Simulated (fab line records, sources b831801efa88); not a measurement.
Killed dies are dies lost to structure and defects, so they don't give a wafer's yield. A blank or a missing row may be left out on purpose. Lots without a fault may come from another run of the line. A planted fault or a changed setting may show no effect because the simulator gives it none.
fab line records | flow sky130
record lots=5 wafers=15 last_day=50
route steps=708 shown RES_XHIGH@340 SD_N@342 SD_P@359 SALICIDE@361 LI_CONTACT@362
lots that met no fault: from a run of the same line without faults
start_h: hours from the record's first day to the start of the lot's first wafer shown | wait_h: hours since the lot's step before | " the same as in the row above | L1.1+2: a row that stands for several wafers | - no value, or no start given | * or withheld: withheld | < > ~ a bound
route shown NAME@n: a module of which the file shows steps, and the number in the route of the first | usual: mean/standard deviation of fault-free wafers | same: alike in all rows | chamber/n: place in a boat | sites: the reading at each site | _std_site: their standard deviation | _edge_site: outer sites' mean less inner sites' | radius_mm: how far each site lies from the wafer's centre | mask NAME#n: copy n | behind: the tool/chamber that last shaped the wafer | hold: why the lot was held/for how many hours/how that ended | device: the transistor (n, p or np) that didn't switch | end of line: the same wafers' tests at the end of the route | a step without rows: its recipe alone | killed: dies lost to structure and defects at the first sort, not the wafer's yield | map: a wafer's dies, x killed, . not, _ none there
set.NAME: the setting as run; set.NAME@STEP: as run at that earlier step | model.NAME: the simulator's own value behind a step, which no gauge read
lots at some steps of the route; a table a step, a row a wafer
services: from which hour (start_h, from the record's first day; less than 0 if before it) a tool's chamber was out of use, for how many hours, and why
## steps
# step SKY_RES_XHIGH_STRIP_08
# recipe chemistry=O2/N2 power_w=1400 pressure_mtorr=1500 platen_temp_c=withheld o2_flow_sccm=3000 n2_flow_sccm=300 overash_fraction=0.5
# usual drypump_motor_current_A=5.59/0.23 oes_product_au=0.710/0.0045 strip_time_to_endpoint_s=14.28/0.035
# columns lot.wafer tool chamber start_h wait_h drypump_motor_current_A oes_product_au rf_hours_counter_h strip_time_to_endpoint_s
L078.1 plasma_asher-01 0 650.40 0.1 5.72 0.706 23 14.27
L078.2 " 1 " " 5.61 0.713 23 14.25
L078.5 " 1 " " 5.61 0.712 - 14.31
L079.2 plasma_asher-01 1 662.82 0.1 5.61 0.707 24 14.26
L079.5 " 0 " " 5.72 0.715 - 14.29
L079.6 " 1 " " 5.61 0.710 - 14.32
L086.1 plasma_asher-02 0 721.50 0.1 5.65 0.704 61 14.28
L086.2 " 1 " " 5.24 0.716 61 14.28
L086.3 " 1 " " 5.28 0.718 - 14.31
L092.1 plasma_asher-01 0 767.47 0.1 5.75 0.709 35 14.35
L092.2 " 1 " " 5.60 0.720 35 14.31
L092.5 " 1 " " 5.62 0.713 - 14.26
L096.1 plasma_asher-01 0 790.79 0.1 5.72 0.717 38 14.26
L096.3 " 0 " " 5.73 0.706 - 14.24
L096.5 " 0 " " 5.72 0.712 - 14.29
# step SKY_RES_XHIGH_TW_MEAS_09
# usual RES_XHIGH_TW=1634/16
# columns lot.wafer tool chamber start_h wait_h RES_XHIGH_TW
L078.1 film_metro-01 - 650.50 0.1 1635
L078.2 " - " " 1629
L078.5 " - " " 1616
L079.2 film_metro-01 - 662.93 0.1 1635
L079.5 " - " " 1634
L079.6 " - " " 1630
L086.1 film_metro-04 - 721.60 0.1 1652
L086.2 " - " " 1647
L086.3 " - " " 1657
L092.1 film_metro-04 - 767.57 0.1 1650
L092.2 " - " " 1652
L092.5 " - " " 1650
L096.1 film_metro-04 - 790.89 0.1 1659
L096.3 " - " " 1643
L096.5 " - " " 1649
# step SKY_SD_N_DEHYDRATE_00
# recipe temp_c=200 time_s=60
# usual chill_plate_temp_C=22.98/0.095
# columns lot.wafer tool chamber start_h wait_h chill_plate_temp_C
L078.1 litho_track-04 0 664.17 13.7 22.98
L078.2 " 0 " " 23.08
L078.5 " 0 " " 22.97
L079.2 litho_track-04 0 676.09 13.2 22.94
L079.5 " 0 " " 22.87
L079.6 " 0 " " 22.90
L086.1 litho_track-03 0 734.45 12.8 23.07
L086.2 " 0 " " 22.91
L086.3 " 0 " " 23.10
L092.1 litho_track-04 0 779.97 12.4 22.95
L092.2 " 0 " " 22.92
L092.5 " 0 " " 22.89
L096.1 litho_track-01 0 803.79 12.9 23.01
L096.3 " 0 " " 22.87
L096.5 " 0 " " 22.93
# step SKY_SD_N_HMDS_01
# recipe prime_time_s=60 prime_temp_c=120
# usual chill_plate_temp_C=22.99/0.11
# columns lot.wafer tool chamber start_h wait_h chill_plate_temp_C
L078.1 litho_track-04 0 664.32 0.1 22.77
L078.2 " 0 " " 22.74
L078.5 " 0 " " 22.90
L079.2 litho_track-04 0 676.24 0.1 23.00
L079.5 " 0 " " 23.12
L079.6 " 0 " " 22.92
L086.1 litho_track-03 0 734.60 0.1 23.04
L086.2 " 0 " " 22.96
L086.3 " 0 " " 23.12
L092.1 litho_track-04 0 780.12 0.1 23.00
L092.2 " 0 " " 23.08
L092.5 " 0 " " 22.86
L096.1 litho_track-01 0 803.94 0.1 22.91
L096.3 " 0 " " 22.97
L096.5 " 0 " " 23.06
# step SKY_SD_N_COAT_02
# recipe resist=NOVOLAK spin_rpm=3000 resist_thk_nm=1140
# usual chill_plate_temp_C=23.00/0.11 dispense_pressure_kPa=51/5.6
# columns lot.wafer tool chamber start_h wait_h chill_plate_temp_C dispense_pressure_kPa
L078.1 litho_track-04 0 664.47 0.1 23.08 44
L078.2 " 0 " " 23.06 44
L078.5 " 0 " " 23.16 44
L079.2 litho_track-04 0 676.39 0.1 22.82 44
L079.5 " 0 " " 23.00 44
L079.6 " 0 " " 22.98 44
L086.1 litho_track-03 0 734.75 0.1 23.10 56
L086.2 " 0 " " 22.91 56
L086.3 " 0 " " 23.02 56
L092.1 litho_track-04 0 780.27 0.1 23.05 44
L092.2 " 0 " " 23.12 44
L092.5 " 0 " " 22.88 44
L096.1 litho_track-01 0 804.09 0.1 23.12 53
L096.3 " 0 " " 23.10 53
L096.5 " 0 " " 23.01 53
# step SKY_SD_N_SOFTBAKE_03
# recipe temp_c=90 time_s=61.49 resist=NOVOLAK
# usual chill_plate_temp_C=23.00/0.11 plate_sensor_t_centre_C=90.758/0.011 plate_sensor_t_edge_C=90.828/0.0092
# columns lot.wafer tool chamber start_h wait_h chill_plate_temp_C plate_sensor_t_centre_C plate_sensor_t_edge_C
L078.1 litho_track-04 0 664.62 0.1 23.04 90.755 90.834
L078.2 " 0 " " 22.85 90.775 90.830
L078.5 " 0 " " 23.00 90.749 90.826
L079.2 litho_track-04 0 676.54 0.1 23.11 90.752 90.831
L079.5 " 0 " " 22.97 90.761 90.819
L079.6 " 0 " " 22.98 90.739 90.828
L086.1 litho_track-03 0 734.90 0.1 23.27 90.743 90.837
L086.2 " 0 " " 23.03 90.772 90.828
L086.3 " 0 " " 23.21 90.755 90.832
L092.1 litho_track-04 0 780.42 0.1 22.99 90.745 90.837
L092.2 " 0 " " 22.97 90.764 90.832
L092.5 " 0 " " 22.96 90.750 90.821
L096.1 litho_track-01 0 804.24 0.1 23.11 90.768 90.846
L096.3 " 0 " " 23.19 90.743 90.833
L096.5 " 0 " " 23.18 90.756 90.819
# step SKY_SD_N_EXPOSE_04
# recipe mask_id=NSDM na=0.6 source_shape=conventional sigma_outer=0.6 polarization=unpolarized target_cd_nm=380 dose_mj=141
# columns lot.wafer tool chamber start_h wait_h mask
L078.1+2+5 iline_stepper-02 0 - - NSDM#0
L079.2+5+6 iline_stepper-02 0 - - NSDM#0
L086.1+2+3 iline_stepper-02 0 - - NSDM#0
L092.1+2+5 iline_stepper-02 0 - - NSDM#0
L096.1+3+5 iline_stepper-02 0 - - NSDM#0
# step SKY_SD_N_PEB_05
# recipe temp_c=withheld time_s=* resist=NOVOLAK
# usual chill_plate_temp_C=*
# columns lot.wafer tool chamber start_h wait_h chill_plate_temp_C
L078.1 litho_track-03 0 - - *
L078.2 " 0 " " *
L078.5 " 0 " " *
L079.2 litho_track-01 0 - - *
L079.5 " 0 " " *
L079.6 " 0 " " *
L086.1 litho_track-04 0 - - *
L086.2 " 0 " " *
L086.3 " 0 " " *
L092.1 litho_track-01 0 - - *
L092.2 " 0 " " *
L092.5 " 0 " " *
L096.1 litho_track-04 0 - - *
L096.3 " 0 " " *
L096.5 " 0 " " *
# step SKY_SD_N_DEVELOP_06
# recipe resist=NOVOLAK developer=TMAH develop_time_s=60 dev_temp_c=23
# usual chill_plate_temp_C=22.99/0.1
# same develop_time_s=60
# columns lot.wafer tool chamber start_h wait_h chill_plate_temp_C
L078.1 litho_track-03 0 679.25 0.1 23.00
L078.2 " 0 " " 23.16
L078.5 " 0 " " 23.24
L079.2 litho_track-01 0 690.66 0.1 22.95
L079.5 " 0 " " 23.18
L079.6 " 0 " " 22.94
L086.1 litho_track-04 0 748.77 0.1 23.02
L086.2 " 0 " " 23.19
L086.3 " 0 " " 23.14
L092.1 litho_track-01 0 793.59 0.1 22.93
L092.2 " 0 " " 23.04
L092.5 " 0 " " 23.05
L096.1 litho_track-04 0 817.27 0.1 23.22
L096.3 " 0 " " 22.86
L096.5 " 0 " " 23.09
# step SKY_SD_N_CD_MEAS_07
# recipe target_cd_nm=380
# usual cd_nm=380.2/2.4
# columns lot.wafer tool chamber start_h wait_h cd_nm
L078.1 cd_sem-02 - 679.40 0.1 383.4
L078.2 " - " " 381.0
L078.5 " - " " 381.4
L079.2 cd_sem-01 - 690.81 0.1 374.9
L079.5 " - " " 374.6
L079.6 " - " " 375.9
L086.1 cd_sem-02 - 748.92 0.1 381.7
L086.2 " - " " 381.4
L086.3 " - " " 379.1
L092.1 cd_sem-02 - 793.74 0.1 377.7
L092.2 " - " " 381.6
L092.5 " - " " 380.1
L096.1 cd_sem-02 - 817.42 0.1 382.4
L096.3 " - " " 380.9
L096.5 " - " " 381.2
# step SKY_SD_N_OVL_MEAS_08
# usual SD_N_OVL=-1.8/1.3
# columns lot.wafer tool chamber start_h wait_h SD_N_OVL[nm]
L078.1 overlay-02 - 679.52 0.1 0.3
L078.2 " - " " 0.9
L078.5 " - " " -1.0
L079.2 overlay-01 - 690.91 0.1 0.4
L079.5 " - " " -0.1
L079.6 " - " " -1.2
L086.1 overlay-02 - 749.04 0.1 -3.0
L086.2 " - " " -0.7
L086.3 " - " " -2.7
L092.1 overlay-01 - 793.86 0.1 -0.9
L092.2 " - " " -2.3
L092.5 " - " " -2.3
L096.1 overlay-01 - 817.54 0.1 -1.2
L096.3 " - " " -1.2
L096.5 " - " " -1.4
# step SKY_SD_N_IMPLANT_09
# recipe species=As energy_kev=50 dose_cm2=4e+15 tilt_deg=0
# usual end_station_pressure_torr=1.27e-05/8.1e-07
# columns lot.wafer tool chamber start_h wait_h end_station_pressure_torr
L078.1 implanter-02 0 679.56 0.0 1.36e-05
L078.2 " 0 " " 1.29e-05
L078.5 " 0 " " 1.34e-05
L079.2 implanter-04 0 690.97 0.0 1.25e-05
L079.5 " 0 " " 1.29e-05
L079.6 " 0 " " 1.15e-05
L086.1 implanter-04 0 749.07 0.0 1.29e-05
L086.2 " 0 " " 1.22e-05
L086.3 " 0 " " 1.18e-05
L092.1 implanter-04 0 793.89 0.0 1.2e-05
L092.2 " 0 " " 1.22e-05
L092.5 " 0 " " 1.25e-05
L096.1 implanter-04 0 817.58 0.0 1.18e-05
L096.3 " 0 " " 1.23e-05
L096.5 " 0 " " 1.22e-05
# step SKY_SD_N_IMPLANT_10
# recipe species=P energy_kev=20 dose_cm2=1e+14 tilt_deg=0
# usual end_station_pressure_torr=5.45e-06/2.5e-07
# columns lot.wafer tool chamber start_h wait_h end_station_pressure_torr
L078.1 implanter-02 0 679.71 0.1 5.27e-06
L078.2 " 0 " " 5.56e-06
L078.5 " 0 " " 5.41e-06
L079.2 implanter-04 0 691.12 0.1 5.34e-06
L079.5 " 0 " " 5.88e-06
L079.6 " 0 " " 5.29e-06
L086.1 implanter-04 0 749.22 0.1 5.57e-06
L086.2 " 0 " " 5.76e-06
L086.3 " 0 " " 5.33e-06
L092.1 implanter-04 0 794.04 0.1 5.36e-06
L092.2 " 0 " " 5.07e-06
L092.5 " 0 " " 5.5e-06
L096.1 implanter-04 0 817.73 0.1 5.44e-06
L096.3 " 0 " " 5.14e-06
L096.5 " 0 " " 5.02e-06
# step SKY_SD_N_STRIP_11
# recipe chemistry=O2/N2 power_w=1400 pressure_mtorr=1500 platen_temp_c=withheld o2_flow_sccm=3000 n2_flow_sccm=300 overash_fraction=0.5
# usual drypump_motor_current_A=5.6/0.31 oes_product_au=0.527/0.0046 strip_time_to_endpoint_s=22.54/0.045
# columns lot.wafer tool chamber start_h wait_h drypump_motor_current_A oes_product_au rf_hours_counter_h strip_time_to_endpoint_s
L078.1 plasma_asher-01 0 679.86 0.1 5.7 0.533 26 22.55
L078.2 " 1 " " 5.6 0.525 26 22.53
L078.5 " 1 " " 5.6 0.529 - 22.51
L079.2 plasma_asher-03 1 691.24 0.1 5.9 0.526 91 22.56
L079.5 " 1 " " 5.9 0.519 - 22.61
L079.6 " 0 " " 5.1 0.525 - 22.62
L086.1 plasma_asher-03 0 749.37 0.1 5.1 0.532 97 22.53
L086.2 " 1 " " 5.9 0.522 97 22.52
L086.3 " 1 " " 5.9 0.528 - 22.50
L092.1 plasma_asher-03 1 794.19 0.1 5.9 0.532 101 22.49
L092.2 " 0 " " 5.1 0.526 101 22.56
L092.5 " 1 " " 5.9 0.526 - 22.49
L096.1 plasma_asher-01 1 817.88 0.1 5.6 0.529 40 22.55
L096.3 " 0 " " 5.7 0.530 - 22.55
L096.5 " 0 " " 5.7 0.521 - 22.55
# step SKY_SD_N_TW_MEAS_12
# usual SD_N_TW=3984/46
# columns lot.wafer tool chamber start_h wait_h SD_N_TW
L078.1 film_metro-01 - 679.96 0.1 3978
L078.2 " - " " 3985
L078.5 " - " " 3964
L079.2 film_metro-01 - 691.35 0.1 3983
L079.5 " - " " 3989
L079.6 " - " " 4024
L086.1 film_metro-02 - 749.47 0.1 3898
L086.2 " - " " 3902
L086.3 " - " " 3898
L092.1 film_metro-04 - 794.29 0.1 4064
L092.2 " - " " 4040
L092.5 " - " " 4070
L096.1 film_metro-04 - 817.98 0.1 4065
L096.3 " - " " 4037
L096.5 " - " " 4037
# step SKY_SD_N_CLEAN_13
# recipe chemistry=SC1/SC2 mix=1:4:20 temp_c=70 time_s=150 dry=n2_spin
# columns lot.wafer tool chamber start_h wait_h
L078.1+2+5 wet_bench-02 0 680.02 0.1
L079.2+5+6 wet_bench-02 2 691.40 0.0
L086.1+2+3 wet_bench-03 0 749.53 0.1
L092.1+2+5 wet_bench-03 2 794.35 0.1
L096.1+3+5 wet_bench-01 0 818.04 0.1
# step SKY_SD_N_RTA_14
# recipe temp_c=1075 time_s=2 idle_temp_c=650 ramp_up_c_per_s=150 ramp_down_c_per_s=90 ambient=N2
# usual anneal_temp_c_max=1079.0/0.81 lamp_power_pct=15.72/0.049 ramp_up_c_per_s=150.00/0.028 wafer_temp_C_max=1078.2/1.3
# columns lot.wafer tool chamber start_h wait_h anneal_temp_c_max lamp_power_pct ramp_up_c_per_s wafer_temp_C_max
L078.1 rtp_anneal-02 0 680.07 0.0 1077.9 15.66 149.94 1079.4
L078.2 " 0 " " 1079.6 15.74 149.99 1077.1
L078.5 " 0 " " 1078.9 15.70 150.03 1077.1
L079.2 rtp_anneal-01 0 691.46 0.0 1078.0 15.71 149.97 1078.1
L079.5 " 0 " " 1079.1 15.71 149.99 1080.5
L079.6 " 0 " " 1077.9 15.71 149.98 1077.4
L086.1 rtp_anneal-02 0 749.58 0.0 1078.8 15.68 150.02 1079.0
L086.2 " 0 " " 1078.7 15.74 149.99 1077.9
L086.3 " 0 " " 1077.5 15.77 150.06 1078.9
L092.1 rtp_anneal-02 0 794.40 0.0 1078.9 15.64 150.05 1078.9
L092.2 " 0 " " 1079.6 15.69 150.01 1078.3
L092.5 " 0 " " 1079.3 15.75 149.98 1077.2
L096.1 rtp_anneal-02 0 818.09 0.0 1078.6 15.71 150.03 1079.4
L096.3 " 0 " " 1078.3 15.68 150.06 1077.7
L096.5 " 0 " " 1077.8 15.71 150.03 1076.7
# step SKY_SD_N_RS_MEAS_16
# recipe thk_meas_gauge=four-point-probe
# usual SD_N_RS=68.45/0.13
# columns lot.wafer tool chamber start_h wait_h SD_N_RS[ohm/sq]
L078.1 film_metro-04 - 680.25 0.1 68.41
L078.2 " - " " 68.31
L078.5 " - " " 68.53
L079.2 film_metro-01 - 691.65 0.1 68.54
L079.5 " - " " 68.47
L079.6 " - " " 68.34
L086.1 film_metro-01 - 749.76 0.1 68.47
L086.2 " - " " 68.32
L086.3 " - " " 68.41
L092.1 film_metro-01 - 794.58 0.1 68.53
L092.2 " - " " 68.60
L092.5 " - " " 68.45
L096.1 film_metro-01 - 818.26 0.1 68.51
L096.3 " - " " 68.62
L096.5 " - " " 68.57
# step SKY_SD_N_RS_MEAS_17
# recipe thk_meas_gauge=four-point-probe
# usual SD_P_RS=146.9/0.44
# columns lot.wafer tool chamber start_h wait_h SD_P_RS[ohm/sq]
L078.1 film_metro-04 - 680.37 0.1 146.3
L078.2 " - " " 146.7
L078.5 " - " " 146.9
L079.2 film_metro-01 - 691.77 0.1 147.2
L079.5 " - " " 147.1
L079.6 " - " " 147.0
L086.1 film_metro-01 - 749.88 0.1 146.9
L086.2 " - " " 146.9
L086.3 " - " " 146.7
L092.1 film_metro-01 - 794.70 0.1 147.3
L092.2 " - " " 147.1
L092.5 " - " " 147.2
L096.1 film_metro-01 - 818.38 0.1 146.8
L096.3 " - " " 147.1
L096.5 " - " " 147.3
# step SKY_SD_N_RS_MEAS_18
# recipe thk_meas_gauge=four-point-probe
# usual RES_XHIGH_RS=332.9/1.3
# columns lot.wafer tool chamber start_h wait_h RES_XHIGH_RS[ohm/sq]
L078.1 film_metro-04 - 680.49 0.1 333.8
L078.2 " - " " 332.0
L078.5 " - " " 333.4
L079.2 film_metro-01 - 691.89 0.1 335.2
L079.5 " - " " 335.7
L079.6 " - " " 335.4
L086.1 film_metro-01 - 750.00 0.1 335.9
L086.2 " - " " 336.1
L086.3 " - " " 336.1
L092.1 film_metro-01 - 794.82 0.1 333.4
L092.2 " - " " 332.9
L092.5 " - " " 332.8
L096.1 film_metro-01 - 818.50 0.1 332.6
L096.3 " - " " 333.3
L096.5 " - " " 332.8
# step SKY_SALICIDE_CLEAN_00
# recipe chemistry=HF-last time_s=30 dilution=100:1 dry=ipa_marangoni
# columns lot.wafer tool chamber start_h wait_h
L078.1+2+5 wet_bench-01 2 680.61 0.1
L079.2+5+6 wet_bench-01 1 691.99 0.1
L086.1+2+3 wet_bench-01 2 750.12 0.1
L092.1+2+5 wet_bench-02 2 794.94 0.1
L096.1+3+5 wet_bench-04 1 818.62 0.1
# step SKY_LI_CONTACT_HDPCVD_00
# recipe material=PSG target_thk_nm=930 sigma_open_frac=0.3 time_s=155 temp_c=600 sih4_flow_sccm=60 pressure_mtorr=6
# columns lot.wafer tool chamber start_h wait_h
L078.1+2+5 hdpcvd-02 2,1,2 680.62 0.0
L079.2+5+6 hdpcvd-01 1,1,0 692.00 0.0
L086.1+2+3 hdpcvd-02 2,0,1 750.13 0.0
L092.1+2+5 hdpcvd-02 0,1,0 794.95 0.0
L096.1+3+5 hdpcvd-02 1,0,1 818.66 0.0
# step SKY_LI_CONTACT_THK_MEAS_01
# recipe reads=PSG_of_LI_CONTACT_HDPCVD_00
# usual LI_CONTACT_HDPCVD_THK=931/11
# columns lot.wafer tool chamber start_h wait_h LI_CONTACT_HDPCVD_THK[nm]
L078.1 film_metro-01 - 680.73 0.1 932
L078.2 " - " " 929
L078.5 " - " " 940
L079.2 film_metro-02 - 692.12 0.1 924
L079.5 " - " " 924
L079.6 " - " " 914
L086.1 film_metro-01 - 750.24 0.1 938
L086.2 " - " " 938
L086.3 " - " " 940
L092.1 film_metro-02 - 795.11 0.1 927
L092.2 " - " " 929
L092.5 " - " " 928
L096.1 film_metro-04 - 818.76 0.1 926
L096.3 " - " " 918
L096.5 " - " " 927
# step SKY_LI_CONTACT_CMP_02
# recipe material=PSG down_force_psi=4 platen_rpm=60 pad_velocity_m_s=0.94248
# usual motor_current_A=12.1/0.91 time_to_endpoint_s=32.2/2.6
# columns lot.wafer tool chamber start_h wait_h motor_current_A time_to_endpoint_s
L078.2 cmp-01 3 680.84 0.1 12.5 32.2
L078.1 " 0 " " 11.1 35.0
L078.5 " 2 " " 10.4 33.9
L079.2 cmp-01 1 692.17 0.0 12.3 29.4
L079.5 " 1 " " 13.1 27.7
L079.6 " 2 " " 11.1 28.3
L086.1 cmp-02 3 750.30 0.1 12.3 34.4
L086.2 " 0 " " 13.4 35.2
L086.3 " 2 " " 11.2 33.3
L092.2 cmp-02 3 795.17 0.0 12.3 35.7
L092.1 " 0 " " 13.4 41.0
L092.5 " 0 " " 13.1 41.2
L096.1 cmp-01 2 818.87 0.1 10.9 33.0
L096.3 " 3 " " 11.8 28.2
L096.5 " 2 " " 10.1 31.3
# step SKY_LI_CONTACT_BOW_MEAS_03
# recipe mode=bow
# usual LI_CONTACT_BOW=55/6.5
# columns lot.wafer tool chamber start_h wait_h LI_CONTACT_BOW[um]
L078.1 film_metro-02 - 681.09 0.1 50
L078.2 " - " " 55
L078.5 " - " " 52
L079.2 film_metro-02 - 692.49 0.3 52
L079.5 " - " " 51
L079.6 " - " " 46
L086.1 film_metro-01 - 750.60 0.2 61
L086.2 " - " " 54
L086.3 " - " " 67
L092.1 film_metro-04 - 795.47 0.2 66
L092.2 " - " " 60
L092.5 " - " " 65
L096.1 film_metro-02 - 819.12 0.2 49
L096.3 " - " " 49
L096.5 " - " " 57
## services
# columns tool chamber start_h hours kind
plasma_asher-03 - 647.15 2.8 pm
hdpcvd-02 - 650.75 15.0 pm
hdpcvd-01 - 654.43 0.7 repair
plasma_asher-01 - 663.76 3.3 repair
implanter-04 - 673.07 17.7 repair
hdpcvd-01 - 683.79 1.3 repair
cmp-01 - 696.18 4.2 pm
implanter-02 - 699.37 36.2 repair
implanter-04 - 706.44 3.4 repair
cmp-01 - 708.17 10.3 repair
iline_stepper-02 - 716.22 2.1 pm
iline_stepper-02 - 735.41 1.7 pm
cmp-01 - 736.27 1.6 repair
cmp-01 - 738.17 0.7 repair
plasma_asher-02 - 742.67 0.7 repair
cmp-01 - 744.00 4.0 pm
plasma_asher-02 - 751.20 4.2 repair
plasma_asher-03 - 752.68 1.3 repair
cmp-02 - 754.07 1.5 repair
hdpcvd-02 0 765.21 2.3 repair
cmp-02 - 774.28 4.3 pm
cmp-02 - 788.82 0.9 repair
implanter-02 - 790.70 1.7 repair
hdpcvd-02 2 792.64 4.0 repair
## key
fault none
